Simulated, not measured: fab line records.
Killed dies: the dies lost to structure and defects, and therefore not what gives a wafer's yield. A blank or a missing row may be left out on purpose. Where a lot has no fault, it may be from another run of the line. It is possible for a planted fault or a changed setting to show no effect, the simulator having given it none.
fab line records	flow sky130
record lots=11	wafers=33	last_day=50
route steps=708 shown DNWELL@39 PWDE@55 LI_CONTACT@381 CONTACT@431 METAL1@452 PAD_OPEN@708
lots that met no fault: from a run of the same line without faults
start_h: hours from the record's first day to the start of the lot's first wafer shown	wait_h: hours since the lot's step before	" as in the row above	L1.1+2: one row covering several wafers at once	- no value present, or no start provided	* or withheld: withheld	< > ~ a bound
route shown NAME@n: a module of which the file shows steps, and the number in the route of the first	usual: the fault-free wafers' mean and standard deviation	same: alike in all rows	chamber/n: place in a boat	sites: the reading at each site	_std_site: the values' standard deviation	_edge_site: inner sites' mean taken away from outer sites' mean	radius_mm: for every site, how far away it sits from the centre of the wafer	mask NAME#n: copy n	behind: tool/chamber where the wafer was last shaped	hold: reason for holding the lot/hours on hold/outcome of the hold	device: the n, p or np transistor that did not switch	end of line: the tests these same wafers got at the end of their route	for a step that has no rows: nothing shown but its recipe	killed: dies that structure and defects cost at the first sort, which is not the same as the wafer's yield	map: a wafer's dies, x killed, . not, _ none there
set.NAME: the setting that was run; set.NAME@STEP: the one run at that earlier step	model.NAME: the simulator's own value behind a step, which no gauge read
a sample of lots followed through the steps of the route, with each step as a table and each wafer as a row
services: from which hour (start_h, from the record's first day; less than 0 if before it) a tool's chamber was out of use, for how many hours, and why
## steps
# step SKY_DNWELL_EXPOSE_04
# recipe mask_id=DNM	na=0.57	target_cd_nm=3000	dose_mj=222
lot.wafer	tool	chamber	start_h	wait_h	mask
L807.1+2+4	iline_stepper-02	0	49.18	-	DNM#0
L808.1+3+6	iline_stepper-02	0	55.09	-	DNM#0
L809.1+5+6	iline_stepper-01	0	58.97	-	DNM#0
L811.3+4+6	iline_stepper-02	0	69.93	-	DNM#0
L814.3+4+6	iline_stepper-01	0	86.94	-	DNM#0
L817.1+3+6	iline_stepper-02	0	108.02	-	PWDEM#0
L825.2+5+6	iline_stepper-01	0	146.02	-	DNM#0
L826.1+4+6	iline_stepper-01	0	150.14	-	DNM#0
L827.2+3+6	iline_stepper-01	0	158.64	-	DNM#0
L828.2+3+6	iline_stepper-02	0	161.58	-	DNM#0
L829.1+4+6	iline_stepper-01	0	169.61	-	DNM#0
# step SKY_DNWELL_TW_MEAS_09
# usual DNWELL_TW=1108/6.1
lot.wafer	tool	chamber	start_h	wait_h	DNWELL_TW
L807.1	film_metro-01	-	57.79	0.1	1110
L807.2	"	-	"	"	1102
L807.4	"	-	"	"	1107
L808.1	film_metro-01	-	63.32	0.1	1118
L808.3	"	-	"	"	1107
L808.6	"	-	"	"	1108
L809.1	film_metro-01	-	67.09	0.1	1108
L809.5	"	-	"	"	1104
L809.6	"	-	"	"	1105
L811.3	film_metro-01	-	78.54	0.1	1099
L811.4	"	-	"	"	1102
L811.6	"	-	"	"	1101
L814.3	film_metro-03	-	95.16	0.1	1118
L814.4	"	-	"	"	1108
L814.6	"	-	"	"	1114
L817.1	film_metro-02	-	116.87	0.1	30
L817.3	"	-	"	"	30
L817.6	"	-	"	"	30
L825.2	film_metro-03	-	155.93	0.1	1103
L825.5	"	-	"	"	1110
L825.6	"	-	"	"	1105
L826.1	film_metro-03	-	160.39	0.1	1107
L826.4	"	-	"	"	1114
L826.6	"	-	"	"	1111
L827.2	film_metro-01	-	168.65	0.1	1098
L827.3	"	-	"	"	1101
L827.6	"	-	"	"	1097
L828.2	film_metro-03	-	171.40	0.1	1105
L828.3	"	-	"	"	1113
L828.6	"	-	"	"	1107
L829.1	film_metro-02	-	180.09	0.1	1109
L829.4	"	-	"	"	1105
L829.6	"	-	"	"	1107
# step SKY_PWDE_TW_MEAS_10
# usual PWDE_TW=371.6/2
lot.wafer	tool	chamber	start_h	wait_h	PWDE_TW
L807.1	film_metro-01	-	74.23	0.1	370.5
L807.2	"	-	"	"	370.5
L807.4	"	-	"	"	370.2
L808.1	film_metro-03	-	79.33	0.1	371.8
L808.3	"	-	"	"	372.5
L808.6	"	-	"	"	372.1
L809.1	film_metro-03	-	84.43	0.1	371.2
L809.5	"	-	"	"	372.8
L809.6	"	-	"	"	372.1
L811.3	film_metro-01	-	95.30	0.1	370.0
L811.4	"	-	"	"	369.4
L811.6	"	-	"	"	371.1
L814.3	film_metro-02	-	112.55	0.1	372.9
L814.4	"	-	"	"	373.4
L814.6	"	-	"	"	372.0
L817.1	film_metro-03	-	135.48	0.1	1120.5
L817.3	"	-	"	"	1119.4
L817.6	"	-	"	"	1124.7
L825.2	film_metro-01	-	176.29	0.1	367.1
L825.5	"	-	"	"	366.7
L825.6	"	-	"	"	370.3
L826.1	film_metro-01	-	180.46	0.1	365.6
L826.4	"	-	"	"	366.9
L826.6	"	-	"	"	368.5
L827.2	film_metro-03	-	187.41	0.1	371.1
L827.3	"	-	"	"	372.6
L827.6	"	-	"	"	371.9
L828.2	film_metro-02	-	191.47	0.1	371.9
L828.3	"	-	"	"	371.0
L828.6	"	-	"	"	371.2
L829.1	film_metro-03	-	201.32	0.1	372.9
L829.4	"	-	"	"	374.0
L829.6	"	-	"	"	374.7
# step SKY_LI_CONTACT_SPUTTER_19
# recipe material=Ti	target_thk_nm=20	chamber_pressure_pa=5	power_w=2500	substrate_temp_c=200	time_s=106.37
# usual cathode_dc_power_W=2500.0/0.44	throttle_valve_pct=30.0/1.1
lot.wafer	tool	chamber	start_h	wait_h	cathode_dc_power_W	throttle_valve_pct
L807.1	pvd_sputter-01	-	684.57	0.0	2499.8	30.3
L807.2	"	-	"	"	2499.0	30.2
L807.4	"	-	"	"	2500.2	28.9
L808.1	pvd_sputter-04	-	688.76	0.0	2500.7	29.0
L808.3	"	-	"	"	2499.7	32.1
L808.6	"	-	"	"	2499.4	32.3
L809.1	pvd_sputter-04	-	697.84	0.0	2500.6	30.5
L809.5	"	-	"	"	2500.2	30.1
L809.6	"	-	"	"	2499.5	28.9
L811.3	pvd_sputter-02	-	708.51	0.0	2500.2	30.5
L811.4	"	-	"	"	2499.9	29.4
L811.6	"	-	"	"	2500.3	29.2
L814.3	pvd_sputter-02	-	738.73	0.0	2499.9	29.3
L814.4	"	-	"	"	2500.8	30.7
L814.6	"	-	"	"	2499.1	29.2
L817.1	pvd_sputter-02	-	771.03	0.0	2500.3	29.3
L817.3	"	-	"	"	2499.9	28.5
L817.6	"	-	"	"	2500.3	30.9
L825.2	pvd_sputter-01	-	823.69	0.0	2500.4	30.7
L825.5	"	-	"	"	2498.8	30.0
L825.6	"	-	"	"	2500.0	28.9
L826.1	pvd_sputter-02	-	828.22	0.0	2500.4	29.0
L826.4	"	-	"	"	2499.5	28.6
L826.6	"	-	"	"	2499.6	30.7
L827.2	pvd_sputter-04	-	838.32	0.0	2500.1	28.9
L827.3	"	-	"	"	2499.4	30.2
L827.6	"	-	"	"	2499.1	30.0
L828.2	pvd_sputter-04	-	844.97	0.0	2500.0	28.7
L828.3	"	-	"	"	2500.2	32.3
L828.6	"	-	"	"	2499.5	29.0
L829.1	pvd_sputter-04	-	848.68	0.0	2500.3	32.0
L829.4	"	-	"	"	2499.5	28.9
L829.6	"	-	"	"	2499.9	32.2
# step SKY_CONTACT_RS_MEAS_25
# recipe thk_meas_gauge=four-point-probe	reads=W_of_CONTACT_CVD_24+TiN_of_CONTACT_SPUTTER_23
# usual CONTACT_W_RS=0.336/0.0067
lot.wafer	tool	chamber	start_h	wait_h	CONTACT_W_RS[ohm/sq]
L807.1	film_metro-02	-	741.86	0.1	0.339
L807.2	"	-	"	"	0.330
L807.4	"	-	"	"	0.325
L808.1	film_metro-04	-	746.47	0.1	0.336
L808.3	"	-	"	"	0.337
L808.6	"	-	"	"	0.325
L809.1	film_metro-04	-	756.09	0.1	0.330
L809.5	"	-	"	"	0.340
L809.6	"	-	"	"	0.331
L811.3	film_metro-04	-	766.12	0.1	0.328
L811.4	"	-	"	"	0.336
L811.6	"	-	"	"	0.336
L814.3	film_metro-04	-	796.06	0.1	0.332
L814.4	"	-	"	"	0.343
L814.6	"	-	"	"	0.330
L817.1	film_metro-01	-	828.04	0.1	0.327
L817.3	"	-	"	"	0.342
L817.6	"	-	"	"	0.330
L825.2	film_metro-01	-	878.63	0.1	0.327
L825.5	"	-	"	"	0.327
L825.6	"	-	"	"	0.340
L826.1	film_metro-04	-	883.64	0.1	0.341
L826.4	"	-	"	"	0.339
L826.6	"	-	"	"	0.329
L827.2	film_metro-01	-	893.61	0.1	0.328
L827.3	"	-	"	"	0.340
L827.6	"	-	"	"	0.343
L828.2	film_metro-04	-	900.00	0.1	0.329
L828.3	"	-	"	"	0.342
L828.6	"	-	"	"	0.344
L829.1	film_metro-04	-	903.28	0.1	0.333
L829.4	"	-	"	"	0.338
L829.6	"	-	"	"	0.336
# step SKY_METAL1_ETCH_18
# recipe chemistry=N2/H2	target=BARC	ion_energy_ev=200	bias_w=100	pressure_mtorr=30	n2_flow_sccm=100	h2_flow_sccm=200	icp_w=500	stop_on=SiO2	time_s=45.9	target_depth_a=600
# usual drypump_motor_current_A=5.9/0.43	n2_flow_sccm=100.1/0.32	oes_product_au=0.855/0.0043	throttle_valve_pct=13.225/0.0093
lot.wafer	tool	chamber	start_h	wait_h	drypump_motor_current_A	n2_flow_sccm	oes_product_au	rf_hours_counter_h	throttle_valve_pct
L807.1	rie_metal-02	1	769.92	0.0	5.1	100.4	0.855	13	13.219
L807.2	"	0	"	"	6.2	100.9	0.851	3	13.228
L807.4	"	1	"	"	5.1	100.1	0.850	-	13.232
L808.1	rie_metal-03	1	774.36	0.0	6.2	100.2	0.859	3	13.230
L808.3	"	0	"	"	5.7	100.1	0.859	-	13.220
L808.6	"	1	"	"	6.2	100.2	0.852	-	13.213
L809.1	rie_metal-03	0	783.71	0.0	5.8	100.1	0.851	2	13.233
L809.5	"	0	"	"	5.7	100.4	0.852	-	13.224
L809.6	"	1	"	"	6.2	100.8	0.853	-	13.213
L811.3	rie_metal-01	1	794.05	0.0	5.5	100.3	0.849	-	13.215
L811.4	"	0	"	"	6.3	100.3	0.858	-	13.218
L811.6	"	0	"	"	6.3	99.7	0.867	-	13.217
L814.3	rie_metal-02	1	823.70	0.0	5.1	100.6	0.850	-	13.221
L814.4	"	0	"	"	6.2	100.0	0.852	-	13.216
L814.6	"	0	"	"	6.2	100.4	0.852	-	13.238
L817.1	rie_metal-01	0	855.48	0.0	6.3	99.6	0.865	8	13.215
L817.3	"	1	"	"	5.5	99.9	0.858	-	13.225
L817.6	"	1	"	"	5.5	100.0	0.852	-	13.232
L825.2	rie_metal-02	1	905.23	0.0	5.1	100.1	0.850	18	13.212
L825.5	"	0	"	"	6.2	100.4	0.853	-	13.225
L825.6	"	1	"	"	5.1	99.8	0.859	-	13.223
L826.1	rie_metal-03	1	909.38	0.0	6.2	100.6	0.866	8	13.211
L826.4	"	1	"	"	6.2	100.0	0.858	-	13.220
L826.6	"	1	"	"	6.2	100.1	0.852	-	13.219
L827.2	rie_metal-01	0	919.51	0.0	6.3	100.0	0.852	10	13.221
L827.3	"	1	"	"	5.5	100.3	0.849	-	13.245
L827.6	"	1	"	"	5.5	99.8	0.856	-	13.218
L828.2	rie_metal-01	0	925.73	0.0	6.3	100.1	0.853	11	13.229
L828.3	"	0	"	"	6.3	100.1	0.852	-	13.234
L828.6	"	0	"	"	6.3	100.5	0.860	-	13.228
L829.1	rie_metal-02	0	929.16	0.1	6.2	100.1	0.856	11	13.226
L829.4	"	0	"	"	6.3	99.9	0.852	-	13.225
L829.6	"	0	"	"	6.2	100.0	0.856	-	13.233
# step SKY_PAD_OPEN_PROBE_99
# usual killed_at_M0_to_M3=44/7.8	killed_at_M4_up=3.1/1.7	killed_at_contacts=25/5.1	killed_at_front_end=15/4.4	killed_at_other=0.5/0.68	killed_dies=88/9.9	killed_on_rim=17/3.9	killed_open=48/6.9	killed_short=39/6.5
# same gross_dies=492	killed_at_back_side=0
lot.wafer	tool	chamber	start_h	wait_h	killed_at_M0_to_M3	killed_at_M4_up	killed_at_contacts	killed_at_front_end	killed_at_other	killed_dies	killed_on_rim	killed_open	killed_short
L817.1	prober-02	-	1145.52	0.1	47	4	20	420	1	492	96	44	50
L817.3	prober-02	-	1145.62	0.2	36	3	21	431	1	492	96	40	33
L817.6	prober-02	-	1145.77	0.2	32	2	19	439	0	492	96	36	30
# killed by level:class
L817.1 DNWELL:area_expose=398 FIELD_ISO:geometric_particle:short=11 METAL2:geometric_particle:short=7 LI_CONTACT:geometric_particle:open=6 METAL1:geometric_particle:short=6 LI_CONTACT:geometric_particle:short=5 VIA1:geometric_particle:short=5 VIA1:geometric_particle:open=5
L817.3 DNWELL:area_expose=418 VIA1:geometric_particle:open=12 LI_CONTACT:geometric_particle:open=7 CONTACT:geometric_particle:open=7 POLY_GATE:geometric_particle:short=5 VIA1:geometric_particle:short=5 METAL2:geometric_particle:short=5 LOCAL_INTERCONNECT:geometric_particle:short=4
L817.6 DNWELL:area_expose=426 CONTACT:geometric_particle:open=9 CONTACT:geometric_particle:short=6 METAL1:geometric_particle:short=6 VIA1:geometric_particle:open=5 VIA2:geometric_particle:open=4 VIA1:geometric_particle:short=4 VIA3:geometric_particle:open=4
## services
tool	chamber	start_h	hours	kind
iline_stepper-01	-	47.58	1.7	pm
iline_stepper-02	-	97.66	1.7	pm
pvd_sputter-04	-	104.68	2.2	repair
iline_stepper-02	-	156.70	3.8	repair
pvd_sputter-04	-	218.87	3.5	repair
iline_stepper-02	-	254.06	2.2	repair
iline_stepper-01	-	261.41	2.1	pm
iline_stepper-01	-	265.76	1.7	pm
iline_stepper-01	-	286.49	2.8	repair
iline_stepper-02	-	305.94	4.4	pm
iline_stepper-02	-	315.84	1.7	pm
iline_stepper-01	-	319.72	4.4	pm
iline_stepper-02	-	342.34	5.6	repair
iline_stepper-01	-	400.44	3.6	repair
pvd_sputter-04	-	426.73	8.8	repair
iline_stepper-01	-	483.94	1.7	pm
iline_stepper-01	-	503.62	5.8	repair
iline_stepper-02	-	509.43	2.1	pm
iline_stepper-01	-	556.60	3.8	repair
iline_stepper-01	-	667.41	8.9	pm
iline_stepper-01	-	702.12	1.7	pm
iline_stepper-01	-	832.65	3.3	repair
iline_stepper-01	-	874.65	3.6	repair
iline_stepper-01	-	924.99	1.7	pm
## key
first_sign step=SKY_DNWELL_EXPOSE_04	reading=mask	direction=changed
effect step=SKY_DNWELL_TW_MEAS_09	reading=DNWELL_TW	direction=down	sigmas=99+	usual=1108	struck=30
effect step=SKY_PWDE_TW_MEAS_10	reading=PWDE_TW	direction=up	sigmas=99+	usual=371.6	struck=1121.5
effect step=SKY_PAD_OPEN_PROBE_99	reading=killed_at_front_end	direction=up	sigmas=93	usual=15	struck=430
more_kills_born_at SKY_DNWELL_EXPOSE_04@iline_stepper-02=1242
met_at SKY_DNWELL_EXPOSE_04
struck_lots L817
tester_left_out L817
not_acting_at SKY_LI_CONTACT_SPUTTER_19,SKY_CONTACT_RS_MEAS_25,SKY_METAL1_ETCH_18
onset_between 69.93 108.02
fault kind=wrong_mask	tool=any	chamber=-	onset_h=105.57	steps=SKY_DNWELL_EXPOSE_04	aux_copy=PWDEM#0	scope=struck_lots_only
# tester_left_out: of these lots the tester's yield and bins aren't shown, on N5 and GAA mostly nor the transistor test; their killed dies are dies lost to structure and defects alone, not to doping, threshold or leakage, so they don't give the yield
